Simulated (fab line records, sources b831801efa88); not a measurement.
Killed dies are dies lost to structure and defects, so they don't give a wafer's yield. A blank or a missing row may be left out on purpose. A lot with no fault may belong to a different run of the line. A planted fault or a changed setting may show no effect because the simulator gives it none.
fab line records | flow sky130 | part 2 of 2: steps 35 to 47 of 47
[record] lots = 5 | wafers = 15 | last_day = 51
route steps=708 shown SPACER@305 POLY_CUT@307 SD_P@320 RES_XHIGH@332 SD_N@342
lots untouched by any fault: they come from a run of this same line in which no faults occurred
start_h: hours from the record's opening day to when the first of the lot's shown wafers began | wait_h: time in hours since the lot's previous step | " repeats the value in the row above | L1.1+2: a single row standing in for several wafers | - no value present, or no start provided | * or withheld: withheld | < > ~ a bound
route shown NAME@n: NAME is a module with steps in the file, n the number in the route of the first one | usual: average and standard deviation across the fault-free wafers | same: alike in all rows | chamber/n: place in a boat | sites: per-site readings | _std_site: standard deviation of those values | _edge_site: inner sites' mean taken away from outer sites' mean | radius_mm: how far each site lies from the wafer's centre | mask NAME#n: copy n | behind: tool/chamber where the wafer was last shaped | hold: why the lot was held/for how many hours/how that ended | device: transistor that didn't switch, given as n, p or np | end of line: tests of these same wafers at the route's end | where a step has no rows: the recipe by itself | killed: dies lost to structure and defects at the first sort, not the wafer's yield | map: dies across one wafer; x = killed, . = not, _ = none there
set.NAME: the setting the step ran with; set.NAME@STEP: the setting that earlier step ran with | model.NAME: the simulator's own value behind a step, which no gauge read
certain route steps with their lots: each step a table, each wafer a row
services: when a tool's chamber went out of use (start_h, in hours from the record's first day, below 0 if earlier), for how many hours, and the reason
[[steps]]
[step SKY_RES_XHIGH_IMPLANT_07]
[recipe] species = BF2 | energy_kev = 20 | dose_cm2 = 3.6e+14 | tilt_deg = 0
[usual] beam_on_s = 37.0/1.5
lot.wafer | tool         | chamber | start_h | wait_h | beam_on_s
L077.3    | implanter-02 | 0       | 694.40  | 0.1    | 36.3
L077.4    | "            | 0       | "       | "      | 35.8
L077.6    | "            | 0       | "       | "      | 34.9
L084.3    | implanter-02 | 0       | 742.95  | 0.1    | 36.4
L084.4    | "            | 0       | "       | "      | 35.9
L084.6    | "            | 0       | "       | "      | 36.7
L085.1    | implanter-01 | 0       | 751.36  | 0.1    | 38.5
L085.3    | "            | 0       | "       | "      | 39.2
L085.6    | "            | 0       | "       | "      | 40.1
L093.1    | implanter-02 | 0       | 798.20  | 0.1    | 35.3
L093.5    | "            | 0       | "       | "      | 36.1
L093.6    | "            | 0       | "       | "      | 35.9
L095.3    | implanter-01 | 0       | 815.46  | 0.1    | 37.4
L095.5    | "            | 0       | "       | "      | 38.9
L095.6    | "            | 0       | "       | "      | 37.4
[step SKY_RES_XHIGH_STRIP_08]
[recipe] chemistry = O2/N2 | power_w = 1400 | pressure_mtorr = 1500 | platen_temp_c = withheld | o2_flow_sccm = 3000 | n2_flow_sccm = 300 | overash_fraction = 0.5
[usual] drypump_motor_current_A = 5.8/0.48 | oes_product_au = 0.711/0.0042 | strip_time_to_endpoint_s = 14.30/0.035
lot.wafer | tool            | chamber | start_h | wait_h | drypump_motor_current_A | oes_product_au | rf_hours_counter_h | strip_time_to_endpoint_s
L077.3    | plasma_asher-04 | 1       | 694.53  | 0.1    | 5.4                     | 0.708          | -                  | 14.31
L077.4    | "               | 0       | "       | "      | 5.8                     | 0.714          | -                  | 14.29
L077.6    | "               | 1       | "       | "      | 5.4                     | 0.711          | -                  | 14.33
L084.3    | plasma_asher-01 | 0       | 743.08  | 0.1    | 5.8                     | 0.711          | -                  | 14.22
L084.4    | "               | 1       | "       | "      | 6.6                     | 0.714          | -                  | 14.26
L084.6    | "               | 0       | "       | "      | 5.8                     | 0.700          | -                  | 14.25
L085.1    | plasma_asher-01 | 0       | 751.51  | 0.1    | 5.8                     | 0.715          | 1                  | 14.33
L085.3    | "               | 0       | "       | "      | 5.8                     | 0.710          | -                  | 14.32
L085.6    | "               | 0       | "       | "      | 5.8                     | 0.706          | -                  | 14.30
L093.1    | plasma_asher-04 | 0       | 798.35  | 0.1    | 5.8                     | 0.709          | 37                 | 14.35
L093.5    | "               | 0       | "       | "      | 5.8                     | 0.704          | -                  | 14.39
L093.6    | "               | 1       | "       | "      | 5.4                     | 0.709          | -                  | 14.34
L095.3    | plasma_asher-04 | 0       | 815.59  | 0.1    | 5.8                     | 0.718          | -                  | 14.29
L095.5    | "               | 1       | "       | "      | 5.4                     | 0.715          | -                  | 14.32
L095.6    | "               | 0       | "       | "      | 5.8                     | 0.706          | -                  | 14.33
[step SKY_RES_XHIGH_TW_MEAS_09]
[usual] RES_XHIGH_TW = 1648/21
lot.wafer | tool          | chamber | start_h | wait_h | RES_XHIGH_TW
L077.3    | film_metro-01 | -       | 694.62  | 0.1    | 1635
L077.4    | "             | -       | "       | "      | 1617
L077.6    | "             | -       | "       | "      | 1619
L084.3    | film_metro-03 | -       | 743.17  | 0.1    | 1642
L084.4    | "             | -       | "       | "      | 1640
L084.6    | "             | -       | "       | "      | 1639
L085.1    | film_metro-04 | -       | 751.61  | 0.1    | 1667
L085.3    | "             | -       | "       | "      | 1676
L085.6    | "             | -       | "       | "      | 1663
L093.1    | film_metro-01 | -       | 798.45  | 0.1    | 1623
L093.5    | "             | -       | "       | "      | 1612
L093.6    | "             | -       | "       | "      | 1620
L095.3    | film_metro-04 | -       | 815.68  | 0.1    | 1668
L095.5    | "             | -       | "       | "      | 1665
L095.6    | "             | -       | "       | "      | 1680
[step SKY_SD_N_DEHYDRATE_00]
[recipe] temp_c = 200 | time_s = 60
lot.wafer  | tool           | chamber | start_h | wait_h
L077.3+4+6 | litho_track-04 | 0       | 707.35  | 12.7
L084.3+4+6 | litho_track-04 | 0       | 756.65  | 13.5
L085.1+3+6 | litho_track-03 | 0       | 763.18  | 11.6
L093.1+5+6 | litho_track-01 | 0       | 812.21  | 13.7
L095.3+5+6 | litho_track-01 | 0       | 828.16  | 12.5
[step SKY_SD_N_HMDS_01]
[recipe] prime_time_s = 60 | prime_temp_c = 120
lot.wafer  | tool           | chamber | start_h | wait_h
L077.3+4+6 | litho_track-04 | 0       | 707.50  | 0.1
L084.3+4+6 | litho_track-04 | 0       | 756.80  | 0.1
L085.1+3+6 | litho_track-03 | 0       | 763.33  | 0.1
L093.1+5+6 | litho_track-01 | 0       | 812.36  | 0.1
L095.3+5+6 | litho_track-01 | 0       | 828.31  | 0.1
[step SKY_SD_N_COAT_02]
[recipe] resist = NOVOLAK | spin_rpm = 3000 | resist_thk_nm = 1140
lot.wafer  | tool           | chamber | start_h | wait_h
L077.3+4+6 | litho_track-04 | 0       | 707.65  | 0.1
L084.3+4+6 | litho_track-04 | 0       | 756.95  | 0.1
L085.1+3+6 | litho_track-03 | 0       | 763.48  | 0.1
L093.1+5+6 | litho_track-01 | 0       | 812.51  | 0.1
L095.3+5+6 | litho_track-01 | 0       | 828.46  | 0.1
[step SKY_SD_N_SOFTBAKE_03]
[recipe] temp_c = 90 | time_s = 60 | resist = NOVOLAK
lot.wafer  | tool           | chamber | start_h | wait_h
L077.3+4+6 | litho_track-04 | 0       | 707.80  | 0.1
L084.3+4+6 | litho_track-04 | 0       | 757.10  | 0.1
L085.1+3+6 | litho_track-03 | 0       | 763.63  | 0.1
L093.1+5+6 | litho_track-01 | 0       | 812.66  | 0.1
L095.3+5+6 | litho_track-01 | 0       | 828.61  | 0.1
[step SKY_SD_N_EXPOSE_04]
[recipe] mask_id = NSDM | na = 0.6 | source_shape = conventional | sigma_outer = 0.6 | polarization = unpolarized | target_cd_nm = 380 | dose_mj = 141
lot.wafer  | tool             | chamber | start_h | wait_h | mask
L077.3+4+6 | iline_stepper-02 | 0       | -       | -      | NSDM#0
L084.3+4+6 | iline_stepper-02 | 0       | -       | -      | NSDM#0
L085.1+3+6 | iline_stepper-02 | 0       | -       | -      | NSDM#0
L093.1+5+6 | iline_stepper-01 | 0       | -       | -      | NSDM#0
L095.3+5+6 | iline_stepper-01 | 0       | -       | -      | NSDM#0
[step SKY_SD_N_PEB_05]
[recipe] temp_c = withheld | time_s = * | resist = NOVOLAK
lot.wafer  | tool           | chamber | start_h | wait_h
L077.3+4+6 | litho_track-01 | 0       | -       | -
L084.3+4+6 | litho_track-03 | 0       | -       | -
L085.1+3+6 | litho_track-01 | 0       | -       | -
L093.1+5+6 | litho_track-04 | 0       | -       | -
L095.3+5+6 | litho_track-03 | 0       | -       | -
[step SKY_SD_N_DEVELOP_06]
[recipe] resist = NOVOLAK | developer = TMAH | develop_time_s = 60 | dev_temp_c = 23
lot.wafer  | tool           | chamber | start_h | wait_h
L077.3+4+6 | litho_track-01 | 0       | 722.61  | 0.1
L084.3+4+6 | litho_track-03 | 0       | 769.93  | 0.1
L085.1+3+6 | litho_track-01 | 0       | 778.01  | 0.1
L093.1+5+6 | litho_track-04 | 0       | 825.40  | 0.1
L095.3+5+6 | litho_track-03 | 0       | 841.93  | 0.1
[step SKY_SD_N_CD_MEAS_07]
[recipe] target_cd_nm = 380
[usual] cd_nm = 379.9/2.7
lot.wafer | tool      | chamber | start_h | wait_h | cd_nm
L077.3    | cd_sem-01 | -       | 722.75  | 0.1    | 375.5
L077.4    | "         | -       | "       | "      | 376.1
L077.6    | "         | -       | "       | "      | 376.0
L084.3    | cd_sem-02 | -       | 770.07  | 0.1    | 378.9
L084.4    | "         | -       | "       | "      | 378.4
L084.6    | "         | -       | "       | "      | 379.9
L085.1    | cd_sem-02 | -       | 778.17  | 0.1    | 382.6
L085.3    | "         | -       | "       | "      | 384.0
L085.6    | "         | -       | "       | "      | 386.5
L093.1    | cd_sem-02 | -       | 825.55  | 0.1    | 378.2
L093.5    | "         | -       | "       | "      | 377.1
L093.6    | "         | -       | "       | "      | 376.2
L095.3    | cd_sem-02 | -       | 842.12  | 0.2    | 382.3
L095.5    | "         | -       | "       | "      | 382.6
L095.6    | "         | -       | "       | "      | 383.1
[step SKY_SD_N_OVL_MEAS_08]
[usual] SD_N_OVL = -0.3/1.3
lot.wafer | tool       | chamber | start_h | wait_h | SD_N_OVL[nm]
L077.3    | overlay-01 | -       | 722.84  | 0.1    | 0.4
L077.4    | "          | -       | "       | "      | 0.3
L077.6    | "          | -       | "       | "      | -0.1
L084.3    | overlay-01 | -       | 770.17  | 0.1    | -0.7
L084.4    | "          | -       | "       | "      | -0.7
L084.6    | "          | -       | "       | "      | -0.7
L085.1    | overlay-02 | -       | 778.29  | 0.1    | -0.1
L085.3    | "          | -       | "       | "      | -1.3
L085.6    | "          | -       | "       | "      | 0.0
L093.1    | overlay-01 | -       | 825.67  | 0.1    | 0.4
L093.5    | "          | -       | "       | "      | 0.9
L093.6    | "          | -       | "       | "      | 1.2
L095.3    | overlay-02 | -       | 842.21  | 0.1    | -1.9
L095.5    | "          | -       | "       | "      | -1.3
L095.6    | "          | -       | "       | "      | 1.1
[step SKY_SD_N_IMPLANT_09]
[recipe] species = As | energy_kev = 50 | dose_cm2 = 4e+15 | tilt_deg = 0
[usual] beam_on_s = 16.9/0.37
lot.wafer | tool         | chamber | start_h | wait_h | beam_on_s
L077.3    | implanter-03 | 0       | 722.91  | 0.1    | 17.2
L077.4    | "            | 0       | "       | "      | 16.8
L077.6    | "            | 0       | "       | "      | 16.4
L084.3    | implanter-02 | 0       | 770.24  | 0.1    | 17.2
L084.4    | "            | 0       | "       | "      | 16.2
L084.6    | "            | 0       | "       | "      | 17.2
L085.1    | implanter-04 | 0       | 778.33  | 0.0    | 17.0
L085.3    | "            | 0       | "       | "      | 16.6
L085.6    | "            | 0       | "       | "      | 16.4
L093.1    | implanter-04 | 0       | 825.71  | 0.0    | 17.0
L093.5    | "            | 0       | "       | "      | 16.8
L093.6    | "            | 0       | "       | "      | 16.6
L095.3    | implanter-02 | 0       | 842.28  | 0.1    | 16.6
L095.5    | "            | 0       | "       | "      | 16.2
L095.6    | "            | 0       | "       | "      | 16.4
[[services]]
tool             | chamber | start_h | hours | kind
implanter-02     | -       | 591.58  | 1.2   | repair
implanter-02     | -       | 602.31  | 19.8  | pm
implanter-01     | -       | 602.65  | 3.0   | repair
iline_stepper-02 | -       | 611.18  | 4.4   | pm
rie_diel-04      | -       | 613.30  | 2.8   | pm
rie_diel-04      | -       | 616.75  | 0.4   | repair
rie_diel-03      | 1       | 653.15  | 2.4   | repair
rie_diel-04      | 2       | 665.30  | 4.5   | repair
iline_stepper-02 | -       | 666.23  | 11.5  | repair
rie_diel-04      | 0       | 670.91  | 25.9  | repair
implanter-02     | -       | 678.24  | 1.8   | repair
implanter-01     | -       | 681.09  | 4.8   | pm
rie_diel-04      | -       | 684.54  | 1.2   | repair
rie_diel-04      | 2       | 684.81  | 3.0   | repair
rie_diel-04      | -       | 684.89  | 0.4   | repair
iline_stepper-01 | -       | 704.29  | 1.7   | pm
rie_diel-03      | 1       | 704.78  | 4.5   | repair
iline_stepper-02 | -       | 750.25  | 1.7   | pm
implanter-02     | -       | 755.80  | 2.1   | repair
iline_stepper-01 | -       | 773.40  | 4.4   | pm
plasma_asher-03  | -       | 785.20  | 0.7   | repair
rie_diel-03      | 2       | 800.96  | 9.1   | repair
rie_diel-03      | 1       | 804.50  | 1.6   | repair
implanter-02     | -       | 811.31  | 4.7   | pm
